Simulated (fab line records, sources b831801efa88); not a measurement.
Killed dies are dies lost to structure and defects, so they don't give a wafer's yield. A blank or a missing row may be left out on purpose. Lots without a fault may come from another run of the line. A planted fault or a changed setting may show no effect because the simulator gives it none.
Which tool did it? | flow gf180mcu | 14 lots, 42 wafers sampled, at 4 steps of a route of 602

WHAT THE GAUGES READ, wafer by wafer
GF_V5_THK_MEAS_03. Usual: V5_CVD_02_THK 1453 nm, standard deviation 17.
lot  | measured     | on            | V5_CVD_02_THK (nm) | flag
L314 | day 26 10:06 | film_metro-02 | 1456 1449 1459     |
L315 | day 26 17:25 | film_metro-02 | 1433 1436 1468     |
L317 | day 27 12:59 | film_metro-02 | 1438 1452 1471     |
L319 | day 27 22:59 | film_metro-02 | 1421 1425 1477     |
L320 | day 28 12:23 | film_metro-02 | 1429 1444 1478     |
L321 | day 28 15:20 | film_metro-02 | 1439 1450 1442     |
L322 | day 28 20:38 | film_metro-03 | 1484 1496 1468     |
L323 | day 29 03:47 | film_metro-03 | 1441 1457 1460     |
L325 | day 29 22:11 | film_metro-03 | 1468 1474 1468     |
L326 | day 30 00:43 | film_metro-02 | 1442 1474 1452     |
L329 | day 30 21:14 | film_metro-01 | 1431 1441 1458     |
L332 | day 31 18:08 | film_metro-02 | 1424 1460 1456     |
L334 | day 32 05:42 | film_metro-03 | 1451 1472 1471     |
L336 | day 32 23:50 | film_metro-02 | 1445 1446 1470     |

GF_V5_THK_MEAS_25: measures by xrf. Usual: V5_W_THK 345 nm, standard deviation 4.7.
lot  | measured     | on            | V5_W_THK (nm) | flag
L314 | day 27 07:46 | film_metro-01 | 351 349 350   |
L315 | day 27 15:28 | film_metro-03 | 346 341 346   |
L317 | day 28 10:18 | film_metro-01 | 349 346 344   |
L319 | day 28 20:26 | film_metro-03 | 342 347 353   |
L320 | day 29 09:27 | film_metro-01 | 346 350 343   |
L321 | day 29 11:52 | film_metro-01 | 342 342 345   |
L322 | day 29 17:39 | film_metro-03 | 351 351 351   |
L323 | day 30 00:09 | film_metro-02 | 339 342 338   |
L325 | day 30 18:31 | film_metro-02 | 339 343 337   |
L326 | day 30 20:16 | film_metro-02 | 338 335 343   |
L329 | day 31 16:29 | film_metro-03 | 350 343 347   |
L332 | day 32 13:10 | film_metro-03 | 346 351 351   |
L334 | day 33 00:04 | film_metro-01 | 346 344 346   |
L336 | day 33 17:03 | film_metro-02 | 332 336 336   |

GF_TOP_METAL_OVL_MEAS_15. Usual: TOP_METAL_OVL 0.7 nm, standard deviation 1.3.
lot  | measured     | on         | TOP_METAL_OVL (nm) | flag
L314 | day 28 04:26 | overlay-01 | 1.2 1.2 1.8        |
L315 | day 28 12:19 | overlay-02 | -0.8 -0.3 1.6      |
L317 | day 29 06:01 | overlay-01 | 0.5 -0.8 0.9       |
L319 | day 29 16:23 | overlay-01 | 2.9 3.3 0.9        |
L320 | day 30 05:11 | overlay-01 | 1.0 1.1 -1.4       |
L321 | day 30 06:41 | overlay-02 | -0.8 -1.8 -1.1     |
L322 | day 30 12:55 | overlay-02 | 1.6 1.9 2.7        |
L323 | day 30 18:36 | overlay-01 | 2.3 -1.5 -0.8      |
L325 | day 31 12:37 | overlay-01 | -0.1 -0.3 -1.0     |
L326 | day 31 14:45 | overlay-01 | 1.4 0.3 0.3        |
L329 | day 32 09:18 | overlay-01 | 0.6 0.7 1.3        |
L332 | day 33 05:52 | overlay-01 | 4.7 1.8 2.7        |
L334 | day 33 16:21 | overlay-02 | 3.0 0.7 0.7        |
L336 | day 34 08:51 | overlay-02 | -2.8 0.3 -0.7      |

WHICH TOOL RAN EACH LOT (tool, then ch and the chambers of the sampled wafers, then the start)
lot  | GF_PSD_STRIP_10
L314 | plasma_asher-04 ch 0,1, day 14 05:55
L315 | plasma_asher-02 ch 0,1, day 14 15:08
L317 | plasma_asher-01 ch 0,1, day 15 11:44
L319 | plasma_asher-02 ch 0,1, day 15 23:20
L320 | plasma_asher-01 ch 0,1, day 16 13:08
L321 | plasma_asher-04 ch 0,1, day 16 16:11
L322 | plasma_asher-04 ch 0,1, day 16 20:17
L323 | plasma_asher-02 ch 0,1, day 17 06:35
L325 | plasma_asher-01 ch 0,1, day 18 04:13
L326 | plasma_asher-04 ch 0,1, day 18 07:41
L329 | plasma_asher-04 ch 0,1, day 19 12:14
L332 | plasma_asher-01 ch 0,1, day 20 17:44
L334 | plasma_asher-01 ch 0,1, day 21 08:31
L336 | plasma_asher-02 ch 0,1, day 22 05:41
- GF_PSD_STRIP_10: strips in O2/N2.

WHAT THE TOOLS THEMSELVES READ (means of the sampled wafers that have a number; where no wafer has one, the mark that the record gives instead)
GF_PSD_STRIP_10. Usual: drypump_motor_current_A 5.8 A, standard deviation 0.46; heater_power_w 312 W, standard deviation 26; oes_product_au 0.592 a.u., standard deviation 0.0044; platen_temp_c 250.01 C, standard deviation 0.15; strip_time_to_endpoint_s 16.53 s, standard deviation 0.031.
lot  | tool            | drypump_motor_current_A (A) | heater_power_w (W) | oes_product_au (a.u.) | platen_temp_c (C) | strip_time_to_endpoint_s (s) | flag
L314 | plasma_asher-04 | 5.6                         | 344                | 0.591                 | 250.01            | 16.49                        |
L315 | plasma_asher-02 | 6.3                         | 286                | 0.592                 | 250.07            | 16.48                        |
L317 | plasma_asher-01 | 5.2                         | 296                | 0.593                 | 250.04            | 16.48                        |
L319 | plasma_asher-02 | 6.3                         | 288                | 0.591                 | 249.81            | 16.52                        |
L320 | plasma_asher-01 | 5.2                         | 294                | 0.592                 | 249.85            | 16.55                        |
L321 | plasma_asher-04 | 5.6                         | 341                | 0.596                 | 250.10            | 16.52                        |
L322 | plasma_asher-04 | 5.6                         | 342                | 0.595                 | 249.89            | 16.53                        |
L323 | plasma_asher-02 | 6.3                         | 287                | 0.590                 | 250.04            | 16.51                        |
L325 | plasma_asher-01 | 5.2                         | 308                | 0.593                 | 249.94            | 16.57                        |
L326 | plasma_asher-04 | 5.6                         | 337                | 0.594                 | 249.97            | 16.50                        |
L329 | plasma_asher-04 | 5.6                         | 338                | 0.595                 | 250.03            | 16.56                        |
L332 | plasma_asher-01 | 5.3                         | 294                | 0.592                 | 249.84            | 16.51                        |
L334 | plasma_asher-01 | 5.3                         | 296                | 0.595                 | 249.83            | 16.51                        |
L336 | plasma_asher-02 | 6.3                         | 285                | 0.592                 | 250.23            | 16.55                        |

THE ANSWER, worked out from the rows above alone
Rule: a lot is off if the mean of its wafers that have a number lies more than 3 standard deviations from the usual mean. A lot without any number at a reading at which 4 lots or more have one is off too. The other lots that the step has rows for count as sound. The gauges are gone through in route order, then the tools' own readings, and for those a lot's mean is taken as printed above. The first step at which some lot is off is used, and at that step the reading that is off furthest; a lot without a number counts as furthest.
No lot is off at any reading shown: from this, nothing can be told.

WHAT THE SIMULATOR HAD PUT IN
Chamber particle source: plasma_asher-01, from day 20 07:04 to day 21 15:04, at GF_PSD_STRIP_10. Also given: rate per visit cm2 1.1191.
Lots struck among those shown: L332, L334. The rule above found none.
